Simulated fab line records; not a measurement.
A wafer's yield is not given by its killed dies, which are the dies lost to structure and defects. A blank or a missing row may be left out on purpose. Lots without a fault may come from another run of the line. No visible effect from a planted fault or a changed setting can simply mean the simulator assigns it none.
fab line records	flow sfq-line
[record] lots = 5	wafers = 23
route steps=325 shown I6@277 M7@282 I7@300 M8@319
start-h: hours from the record's opening day to when the first of the lot's shown wafers began	wait-h: hours from the lot's prior step to this one	" as in the row above	L1.1+2: one row covering several wafers at once	- value missing, or start not given	* or withheld: withheld	< > ~ a bound
route shown NAME@n: NAME is a module with steps in the file, n the number in the route of the first one	usual: mean and standard deviation over wafers with no fault	same: alike in all rows	chamber/n: place in a boat	sites: each site's reading	_std_site: how widely they spread, as a standard deviation	_edge_site: mean of outer sites minus mean of inner sites	radius-mm: how far each site lies from the wafer's centre	mask NAME#n: copy n	behind: the last tool/chamber to shape the wafer	hold: what put the lot on hold/how long, in hours/how the hold closed	device: transistor that didn't switch, given as n, p or np	end of line: tests run on the same wafers once the route is complete	for a step that has no rows: nothing shown but its recipe	killed: count of dies lost to structure and defects at first sort (not the wafer's yield)	map: per-die view of a wafer (x killed, . not killed, _ where there is no die)
set.NAME: setting as actually run; set.NAME@STEP: the setting as run at that earlier step	model.NAME: the simulator's own value behind a step, which no gauge read
lots run with intentionally changed settings; tables by step, rows by wafer
[[steps]]
[step SFQ_TRILAYER_I6_VIA_BARC_OPEN_VIA_ETCH_235]
[recipe] mask-material = PR	chemistry = O2	target-depth-nm = 125	target = BARC	source-w = 500	bias-w = 80	pressure-mtorr = 30	time-s = 41.7
[usual] oes-product-au = 0.682/0.0039
lot.wafer	tool	chamber	start-h	wait-h	set.time-s	oes-product-au	model.KrF_of_TRILAYER_I6_VIA_LITHO_COAT_169.thk-nm
L074.1	rie-diel-04	3	1703.56	0.0	41.7	0.687	574.2
L074.2	"	1	"	"	41.7	0.682	572.4
L074.3	"	0	"	"	41.7	0.685	572.9
L074.4	"	2	"	"	41.7	0.682	573.4
L074.6	"	1	"	"	41.7	0.680	573
L076.1	rie-diel-04	1	1708.36	0.0	36.42	0.731	581.8
L076.2	"	2	"	"	41.7	0.683	575.4
L076.3	"	0	"	"	41.7	0.684	575.6
L076.5	"	3	"	"	36.42	0.729	582.4
L076.6	"	0	"	"	36.42	0.722	581.7
L080.1	rie-diel-01	3	1732.22	0.0	41.7	0.684	573.3
L080.2	"	1	"	"	41.7	0.684	573.7
L080.3	"	2	"	"	41.7	0.681	573.9
L080.4	"	0	"	"	41.7	0.686	574.8
L080.5	"	2	"	"	41.7	0.688	571.7
L081.1	rie-diel-04	1	1733.93	0.0	41.7	0.685	572.8
L081.2	"	3	"	"	46.86	0.664	565.9
L081.4	"	2	"	"	41.7	0.688	571.2
L081.5	"	3	"	"	46.86	0.672	565.9
L081.6	"	0	"	"	41.7	0.679	571
L082.1	rie-diel-03	0	1735.13	0.0	41.7	0.685	572.1
L082.2	"	3	"	"	41.7	0.681	573.5
L082.4	"	2	"	"	41.7	0.687	573.5
[step SFQ_TRILAYER_I6_VIA_ETCH_VIA_ETCH_172]
[recipe] target = SiO2	stop-on = Nb	mask-material = PR	taper-deg = 20	chemistry = CHF3	target-depth-nm = 260	source-w = 500	bias-w = 80	pressure-mtorr = 30	time-s = withheld
lot.wafer	tool	chamber	start-h	wait-h	set.time-s@TRILAYER_I6_VIA_BARC_OPEN_VIA_ETCH_235	model.KrF_of_TRILAYER_I6_VIA_LITHO_COAT_169.thk-nm
L074.1	rie-diel-04	3	1703.60	0.0	*	530.7
L074.2	"	1	"	"	*	527.7
L074.3	"	0	"	"	*	528.7
L074.4	"	2	"	"	*	528.4
L074.6	"	1	"	"	*	528.5
L076.1	rie-diel-04	1	1708.40	0.0	*	537.1
L076.2	"	2	"	"	*	530.2
L076.3	"	0	"	"	*	531.7
L076.5	"	3	"	"	*	538.6
L076.6	"	0	"	"	*	537
L080.1	rie-diel-01	3	1732.26	0.0	*	529.9
L080.2	"	1	"	"	*	529.2
L080.3	"	2	"	"	*	529.8
L080.4	"	0	"	"	*	530.1
L080.5	"	2	"	"	*	527.4
L081.1	rie-diel-04	1	1733.97	0.0	*	528.4
L081.2	"	3	"	"	*	522.1
L081.4	"	2	"	"	*	526.2
L081.5	"	3	"	"	*	522.6
L081.6	"	0	"	"	*	526.8
L082.1	rie-diel-03	0	1735.17	0.0	*	527
L082.2	"	3	"	"	*	529.2
L082.4	"	2	"	"	*	528.6
[step SFQ_TRILAYER_M7_DEP_SPUTTER_175]
[recipe] material = Nb	base-pressure-pa = 1.33e-06	chamber-pressure-pa = 0.1333	substrate-temp-c = 20	target-thk-nm = 200	power-w = 2000	time-s = 133.3
lot.wafer	tool	chamber	start-h	wait-h	set.power-w	model.Nb_of_TRILAYER_M7_DEP_SPUTTER_175.thk-nm
L074.1	pvd-sputter-04	-	1704.52	0.0	2109	212.5
L074.2	"	-	"	"	2109	215.6
L074.3	"	-	"	"	2000	200.6
L074.4	"	-	"	"	2000	199.6
L074.6	"	-	"	"	2109	214.9
L076.1	pvd-sputter-06	-	1709.32	0.0	2000	199.7
L076.2	"	-	"	"	2000	200
L076.3	"	-	"	"	2000	198.6
L076.5	"	-	"	"	2000	200.2
L076.6	"	-	"	"	2000	198.9
L080.1	pvd-sputter-06	-	1733.17	0.0	2000	201.6
L080.2	"	-	"	"	1806	180.7
L080.3	"	-	"	"	2000	201.7
L080.4	"	-	"	"	1806	182.6
L080.5	"	-	"	"	1806	179.9
L081.1	pvd-sputter-05	-	1734.89	0.0	2000	198.9
L081.2	"	-	"	"	2060	204
L081.4	"	-	"	"	2060	205.8
L081.5	"	-	"	"	2060	205.3
L081.6	"	-	"	"	2000	197.7
L082.1	pvd-sputter-06	-	1736.09	0.0	2000	201.4
L082.2	"	-	"	"	2000	200.9
L082.4	"	-	"	"	2000	201.6
[step SFQ_M7_RS_MEAS_943]
[recipe] thk-meas-gauge = four-point-probe	reads = Nb_of_TRILAYER_M7_DEP_SPUTTER_175
[usual] M7_NB_RS = 0.889/0.0093
lot.wafer	tool	chamber	start-h	wait-h	set.power-w@TRILAYER_M7_DEP_SPUTTER_175	M7_NB_RS[ohm/sq]
L074.1	film-metro-01	-	1704.61	0.0	2109	0.838
L074.2	"	-	"	"	2109	0.826
L074.3	"	-	"	"	2000	0.890
L074.4	"	-	"	"	2000	0.891
L074.6	"	-	"	"	2109	0.829
L076.1	film-metro-02	-	1709.41	0.0	2000	0.891
L076.2	"	-	"	"	2000	0.892
L076.3	"	-	"	"	2000	0.898
L076.5	"	-	"	"	2000	0.891
L076.6	"	-	"	"	2000	0.897
L080.1	film-metro-04	-	1733.27	0.0	2000	0.879
L080.2	"	-	"	"	1806	0.985
L080.3	"	-	"	"	2000	0.878
L080.4	"	-	"	"	1806	0.972
L080.5	"	-	"	"	1806	0.987
L081.1	film-metro-02	-	1734.98	0.0	2000	0.898
L081.2	"	-	"	"	2060	0.873
L081.4	"	-	"	"	2060	0.866
L081.5	"	-	"	"	2060	0.869
L081.6	"	-	"	"	2000	0.902
L082.1	film-metro-04	-	1736.18	0.0	2000	0.881
L082.2	"	-	"	"	2000	0.882
L082.4	"	-	"	"	2000	0.879
[step SFQ_TRILAYER_M7_LITHO_COAT_182]
[recipe] resist = BARC	spin-rpm = 3000	resist-thk-nm = 62
lot.wafer	tool	chamber	start-h	wait-h	set.resist-thk-nm	model.BARC_of_TRILAYER_M7_LITHO_COAT_182.thk-nm
L074.1	litho-track-02	0	1704.79	0.1	62	62.07
L074.2	"	0	"	"	62	62.14
L074.3	"	0	"	"	62	62.22
L074.4	"	0	"	"	62	62.21
L074.6	"	0	"	"	62	62.13
L076.1	litho-track-02	0	1709.59	0.1	62	61.86
L076.2	"	0	"	"	62	61.89
L076.3	"	0	"	"	62	61.74
L076.5	"	0	"	"	62	61.82
L076.6	"	0	"	"	62	61.92
L080.1	litho-track-01	0	1733.45	0.1	65.2	65.05
L080.2	"	0	"	"	62	62.21
L080.3	"	0	"	"	65.2	65.33
L080.4	"	0	"	"	62	62.03
L080.5	"	0	"	"	65.2	65.11
L081.1	litho-track-01	0	1735.16	0.1	58.34	58.5
L081.2	"	0	"	"	58.34	58.39
L081.4	"	0	"	"	62	62.05
L081.5	"	0	"	"	62	62.1
L081.6	"	0	"	"	58.34	58.36
L082.1	litho-track-03	0	1736.36	0.1	62	62.14
L082.2	"	0	"	"	62	62.15
L082.4	"	0	"	"	62	62.08
[step SFQ_TRILAYER_M7_LITHO_COAT_177]
[recipe] resist = KrF	spin-rpm = 3000	resist-thk-nm = 600
[step SFQ_TRILAYER_M7_LITHO_SOFTBAKE_181]
[recipe] temp-c = withheld	time-s = withheld	resist = KrF
[step SFQ_TRILAYER_M7_BARC_OPEN_METAL_ETCH_229]
[recipe] mask-material = PR	chemistry = O2	target-depth-nm = 125	target = BARC	icp-w = 600	bias-w = 80	pressure-mtorr = 10	time-s = 41.7
[step SFQ_TRILAYER_M7_ETCH_METAL_ETCH_180]
[recipe] target = Nb	stop-on = SiO2	mask-material = PR	chemistry = Cl2/Ar	target-depth-nm = 240	icp-w = 600	bias-w = 80	pressure-mtorr = 10	time-s = 120
[usual] oes-product-au = 0.894/0.0069
lot.wafer	tool	chamber	start-h	wait-h	set.power-w@TRILAYER_M7_DEP_SPUTTER_175	oes-product-au
L074.1	rie-metal-04	0	1820.72	0.0	2109	0.930
L074.2	"	1	"	"	2109	0.931
L074.3	"	0	"	"	2000	0.895
L074.4	"	1	"	"	2000	0.894
L074.6	"	1	"	"	2109	0.930
L076.1	rie-metal-02	0	1824.32	0.0	2000	0.889
L076.2	"	1	"	"	2000	0.897
L076.3	"	1	"	"	2000	0.894
L076.5	"	1	"	"	2000	0.892
L076.6	"	0	"	"	2000	0.896
L080.1	rie-metal-01	1	1850.78	0.1	2000	0.907
L080.2	"	1	"	"	1806	0.848
L080.3	"	1	"	"	2000	0.898
L080.4	"	1	"	"	1806	0.843
L080.5	"	1	"	"	1806	0.833
L081.1	rie-metal-02	1	1851.92	0.0	2000	0.891
L081.2	"	0	"	"	2060	0.911
L081.4	"	1	"	"	2060	0.906
L081.5	"	1	"	"	2060	0.906
L081.6	"	0	"	"	2000	0.886
L082.1	rie-metal-02	1	1855.52	0.0	2000	0.895
L082.2	"	0	"	"	2000	0.898
L082.4	"	0	"	"	2000	0.889
[step SFQ_TRILAYER_I7_VIA_LITHO_COAT_192]
[recipe] resist = BARC	spin-rpm = 3000	resist-thk-nm = 62
lot.wafer	tool	chamber	start-h	wait-h	set.resist-thk-nm	model.BARC_of_TRILAYER_I7_VIA_LITHO_COAT_192.thk-nm
L074.1	litho-track-01	0	1826.21	1.0	60.33	60.18
L074.2	"	0	"	"	62	61.74
L074.3	"	0	"	"	62	61.85
L074.4	"	0	"	"	60.33	60.29
L074.6	"	0	"	"	60.33	60.26
L076.1	litho-track-04	0	1830.41	1.0	58.32	58.47
L076.2	"	0	"	"	62	62.31
L076.3	"	0	"	"	62	62.09
L076.5	"	0	"	"	58.32	58.46
L076.6	"	0	"	"	62	62.14
L080.1	litho-track-03	0	1856.82	1.0	62	62.26
L080.2	"	0	"	"	62	62.32
L080.3	"	0	"	"	62	62.1
L080.4	"	0	"	"	62	62.22
L080.5	"	0	"	"	62	62.25
L081.1	litho-track-04	0	1859.82	1.0	62	62.24
L081.2	"	0	"	"	62	62.32
L081.4	"	0	"	"	62	62.09
L081.5	"	0	"	"	62	62.26
L081.6	"	0	"	"	62	62.17
L082.1	litho-track-03	0	1865.35	1.0	62	61.75
L082.2	"	0	"	"	62	61.74
L082.4	"	0	"	"	62	61.79
[step SFQ_TRILAYER_I7_VIA_BARC_OPEN_VIA_ETCH_260]
[recipe] mask-material = PR	chemistry = O2	target-depth-nm = 125	target = BARC	source-w = 500	bias-w = 80	pressure-mtorr = 30	time-s = 41.7
lot.wafer	tool	chamber	start-h	wait-h	set.time-s	model.KrF_of_TRILAYER_I7_VIA_LITHO_COAT_187.thk-nm
L074.1	rie-diel-02	3	1845.54	0.0	41.7	573.1
L074.2	"	0	"	"	39.83	575.5
L074.3	"	1	"	"	41.7	570.7
L074.4	"	2	"	"	41.7	572.1
L074.6	"	3	"	"	39.83	573.4
L076.1	rie-diel-01	1	1847.94	0.0	41.7	569.4
L076.2	"	2	"	"	43.6	566.1
L076.3	"	3	"	"	43.6	568.6
L076.5	"	2	"	"	43.6	567.2
L076.6	"	1	"	"	41.7	568.9
L080.1	rie-diel-02	0	1859.11	0.0	44.39	570.4
L080.2	"	3	"	"	41.7	576.6
L080.3	"	1	"	"	41.7	574.3
L080.4	"	2	"	"	44.39	573.3
L080.5	"	2	"	"	41.7	574.7
L081.1	rie-diel-04	0	1943.03	0.0	47.34	567.3
L081.2	"	1	"	"	41.7	575.1
L081.4	"	2	"	"	47.34	565.8
L081.5	"	2	"	"	47.34	565
L081.6	"	3	"	"	41.7	572.3
L082.1	rie-diel-04	1	1948.94	0.0	41.7	575
L082.2	"	0	"	"	41.7	572.9
L082.4	"	0	"	"	41.7	573.5
[step SFQ_TRILAYER_I7_VIA_ETCH_VIA_ETCH_190]
[recipe] target = SiO2	stop-on = Nb	mask-material = PR	taper-deg = 20	chemistry = CHF3	target-depth-nm = 260	source-w = 500	bias-w = 80	pressure-mtorr = 30	time-s = withheld
lot.wafer	tool	chamber	start-h	wait-h	set.time-s@TRILAYER_I7_VIA_BARC_OPEN_VIA_ETCH_260	model.KrF_of_TRILAYER_I7_VIA_LITHO_COAT_187.thk-nm
L074.1	rie-diel-02	3	1845.58	0.0	*	527.7
L074.2	"	0	"	"	*	530.9
L074.3	"	1	"	"	*	525
L074.4	"	2	"	"	*	527.6
L074.6	"	3	"	"	*	528.5
L076.1	rie-diel-01	1	1847.98	0.0	*	523.9
L076.2	"	2	"	"	*	520.5
L076.3	"	3	"	"	*	523.9
L076.5	"	2	"	"	*	521.4
L076.6	"	1	"	"	*	523.3
L080.1	rie-diel-02	0	1859.15	0.0	*	525.7
L080.2	"	3	"	"	*	532
L080.3	"	1	"	"	*	528.5
L080.4	"	2	"	"	*	528.2
L080.5	"	2	"	"	*	529.9
L081.1	rie-diel-04	0	1943.07	0.0	*	523.6
L081.2	"	1	"	"	*	531.2
L081.4	"	2	"	"	*	519.8
L081.5	"	2	"	"	*	519.4
L081.6	"	3	"	"	*	528.5
L082.1	rie-diel-04	1	1948.98	0.0	*	531.3
L082.2	"	0	"	"	*	529.1
L082.4	"	0	"	"	*	529.7
[step SFQ_TRILAYER_M8_DEP_EVAP_197]
[recipe] material = Ti	angular-spread-deg = 1	target-thk-nm = 20	time-s = 100	power-w = 2000
lot.wafer	tool	chamber	start-h	wait-h	set.time-s	model.Ti_of_TRILAYER_M8_DEP_EVAP_197.thk-nm
L074.1	pvd-sputter-02	-	1923.24	0.0	108.9	21.64
L074.2	"	-	"	"	108.9	21.61
L074.3	"	-	"	"	100	19.99
L074.4	"	-	"	"	100	20.22
L074.6	"	-	"	"	100	19.91
L076.1	pvd-sputter-02	-	1925.64	0.0	100	20.23
L076.2	"	-	"	"	100	20.22
L076.3	"	-	"	"	105.4	21.45
L076.5	"	-	"	"	105.4	21.14
L076.6	"	-	"	"	100	20.28
L080.1	pvd-sputter-02	-	1930.44	0.0	100	20.02
L080.2	"	-	"	"	104.3	20.63
L080.3	"	-	"	"	100	19.71
L080.4	"	-	"	"	100	19.68
L080.5	"	-	"	"	104.3	20.71
L081.1	pvd-sputter-01	-	2032.85	0.0	95.15	19
L081.2	"	-	"	"	100	20.17
L081.4	"	-	"	"	95.15	18.8
L081.5	"	-	"	"	100	20.09
L081.6	"	-	"	"	95.15	19.12
L082.1	pvd-sputter-02	-	2037.65	0.0	100	19.92
L082.2	"	-	"	"	100	19.75
L082.4	"	-	"	"	100	20.17
[step SFQ_TRILAYER_M8_DEP_EVAP_196]
[recipe] material = Au	angular-spread-deg = 1	target-thk-nm = 180	time-s = 900	power-w = 2000
lot.wafer	tool	chamber	start-h	wait-h	set.time-s	model.Au_of_TRILAYER_M8_DEP_EVAP_196.thk-nm
L074.1	pvd-sputter-02	-	1923.47	0.1	900	182.3
L074.2	"	-	"	"	1024	206.1
L074.3	"	-	"	"	900	180.4
L074.4	"	-	"	"	1024	207.8
L074.6	"	-	"	"	900	181.8
L076.1	pvd-sputter-02	-	1925.87	0.1	900	182.8
L076.2	"	-	"	"	900	183.2
L076.3	"	-	"	"	900	184.3
L076.5	"	-	"	"	900	184.6
L076.6	"	-	"	"	900	183.7
L080.1	pvd-sputter-02	-	1930.67	0.1	780.5	156.7
L080.2	"	-	"	"	900	180.2
L080.3	"	-	"	"	900	180.8
L080.4	"	-	"	"	900	181.1
L080.5	"	-	"	"	780.5	156.8
L081.1	pvd-sputter-01	-	2033.07	0.1	900	183.3
L081.2	"	-	"	"	900	180.1
L081.4	"	-	"	"	997.2	201.9
L081.5	"	-	"	"	997.2	200.5
L081.6	"	-	"	"	997.2	199.6
L082.1	pvd-sputter-02	-	2037.87	0.1	900	182.1
L082.2	"	-	"	"	900	181
L082.4	"	-	"	"	900	182.2
[step SFQ_M8_RS_MEAS_949]
[recipe] thk-meas-gauge = four-point-probe	reads = Au_of_TRILAYER_M8_DEP_EVAP_196+Pt_of_TRILAYER_M8_DEP_EVAP_198+Ti_of_TRILAYER_M8_DEP_EVAP_197
[usual] M8_AU_RS = 0.1527/0.0014
lot.wafer	tool	chamber	start-h	wait-h	set.time-s@TRILAYER_M8_DEP_EVAP_196	M8_AU_RS[ohm/sq]
L074.1	film-metro-03	-	1923.99	0.3	900	0.1513
L074.2	"	-	"	"	1024	0.1335
L074.3	"	-	"	"	900	0.1529
L074.4	"	-	"	"	1024	0.1327
L074.6	"	-	"	"	900	0.1518
L076.1	film-metro-01	-	1926.39	0.3	900	0.1515
L076.2	"	-	"	"	900	0.1512
L076.3	"	-	"	"	900	0.1498
L076.5	"	-	"	"	900	0.1499
L076.6	"	-	"	"	900	0.1504
L080.1	film-metro-03	-	1931.19	0.3	780.5	0.1766
L080.2	"	-	"	"	900	0.1527
L080.3	"	-	"	"	900	0.1527
L080.4	"	-	"	"	900	0.1528
L080.5	"	-	"	"	780.5	0.1759
L081.1	film-metro-01	-	2033.59	0.3	900	0.1506
L081.2	"	-	"	"	900	0.1532
L081.4	"	-	"	"	997.2	0.1368
L081.5	"	-	"	"	997.2	0.1377
L081.6	"	-	"	"	997.2	0.1381
L082.1	film-metro-03	-	2038.39	0.3	900	0.1519
L082.2	"	-	"	"	900	0.1529
L082.4	"	-	"	"	900	0.1518
[step SFQ_M8_THK_MEAS_950]
[recipe] thk-meas-gauge = xrf	reads = Au_of_TRILAYER_M8_DEP_EVAP_196
[usual] M8_AU_THK = 181.2/2.1
lot.wafer	tool	chamber	start-h	wait-h	set.time-s@TRILAYER_M8_DEP_EVAP_196	M8_AU_THK[nm]
L074.1	film-metro-03	-	1924.11	0.1	900	183.3
L074.2	"	-	"	"	1024	206.0
L074.3	"	-	"	"	900	180.3
L074.4	"	-	"	"	1024	207.6
L074.6	"	-	"	"	900	182.1
L076.1	film-metro-01	-	1926.51	0.1	900	183.2
L076.2	"	-	"	"	900	184.5
L076.3	"	-	"	"	900	185.2
L076.5	"	-	"	"	900	185.1
L076.6	"	-	"	"	900	185.1
L080.1	film-metro-03	-	1931.31	0.1	780.5	157.4
L080.2	"	-	"	"	900	179.9
L080.3	"	-	"	"	900	179.6
L080.4	"	-	"	"	900	180.9
L080.5	"	-	"	"	780.5	156.1
L081.1	film-metro-01	-	2033.71	0.1	900	185.0
L081.2	"	-	"	"	900	181.0
L081.4	"	-	"	"	997.2	203.2
L081.5	"	-	"	"	997.2	200.5
L081.6	"	-	"	"	997.2	200.0
L082.1	film-metro-03	-	2038.51	0.1	900	183.7
L082.2	"	-	"	"	900	182.0
L082.4	"	-	"	"	900	183.7
[[key]]
[split] step = SFQ_TRILAYER_I6_VIA_BARC_OPEN_VIA_ETCH_235	setting = time-s	stated = 41.7	by = wafer
[response] step = SFQ_TRILAYER_I6_VIA_BARC_OPEN_VIA_ETCH_235	reading = oes-product-au	change = -0.0024	per = 1%	r = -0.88
[response] step = SFQ_TRILAYER_I6_VIA_BARC_OPEN_VIA_ETCH_235	reading = model.KrF_of_TRILAYER_I6_VIA_LITHO_COAT_169.thk-nm	change = -0.489	per = 1%	r = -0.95
[response] step = SFQ_TRILAYER_I6_VIA_ETCH_VIA_ETCH_172	reading = model.KrF_of_TRILAYER_I6_VIA_LITHO_COAT_169.thk-nm	change = -0.457	per = 1%	r = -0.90
[split] step = SFQ_TRILAYER_M7_DEP_SPUTTER_175	setting = power-w	stated = 2000	by = wafer
[response] step = SFQ_TRILAYER_M7_DEP_SPUTTER_175	reading = model.Nb_of_TRILAYER_M7_DEP_SPUTTER_175.thk-nm	change = +2.24	per = 1%	r = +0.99
[response] step = SFQ_M7_RS_MEAS_943	reading = M7_NB_RS	change = -0.0106	per = 1%	r = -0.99
[response] step = SFQ_TRILAYER_M7_ETCH_METAL_ETCH_180	reading = oes-product-au	change = +0.00636	per = 1%	r = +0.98
[split] step = SFQ_TRILAYER_M7_LITHO_COAT_182	setting = resist-thk-nm	stated = 62	by = wafer
[response] step = SFQ_TRILAYER_M7_LITHO_COAT_182	reading = model.BARC_of_TRILAYER_M7_LITHO_COAT_182.thk-nm	change = +0.607	per = 1%	r = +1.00
[split] step = SFQ_TRILAYER_I7_VIA_LITHO_COAT_192	setting = resist-thk-nm	stated = 62	by = wafer
[response] step = SFQ_TRILAYER_I7_VIA_LITHO_COAT_192	reading = model.BARC_of_TRILAYER_I7_VIA_LITHO_COAT_192.thk-nm	change = +0.617	per = 1%	r = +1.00
[split] step = SFQ_TRILAYER_I7_VIA_BARC_OPEN_VIA_ETCH_260	setting = time-s	stated = 41.7	by = wafer
[response] step = SFQ_TRILAYER_I7_VIA_BARC_OPEN_VIA_ETCH_260	reading = model.KrF_of_TRILAYER_I7_VIA_LITHO_COAT_187.thk-nm	change = -0.545	per = 1%	r = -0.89
[response] step = SFQ_TRILAYER_I7_VIA_ETCH_VIA_ETCH_190	reading = model.KrF_of_TRILAYER_I7_VIA_LITHO_COAT_187.thk-nm	change = -0.608	per = 1%	r = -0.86
[split] step = SFQ_TRILAYER_M8_DEP_EVAP_197	setting = time-s	stated = 100	by = wafer
[response] step = SFQ_TRILAYER_M8_DEP_EVAP_197	reading = model.Ti_of_TRILAYER_M8_DEP_EVAP_197.thk-nm	change = +0.193	per = 1%	r = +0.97
[split] step = SFQ_TRILAYER_M8_DEP_EVAP_196	setting = time-s	stated = 900	by = wafer
[response] step = SFQ_TRILAYER_M8_DEP_EVAP_196	reading = model.Au_of_TRILAYER_M8_DEP_EVAP_196.thk-nm	change = +1.81	per = 1%	r = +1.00
[response] step = SFQ_M8_RS_MEAS_949	reading = M8_AU_RS	change = -0.00151	per = 1%	r = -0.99
[response] step = SFQ_M8_THK_MEAS_950	reading = M8_AU_THK	change = +1.76	per = 1%	r = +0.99
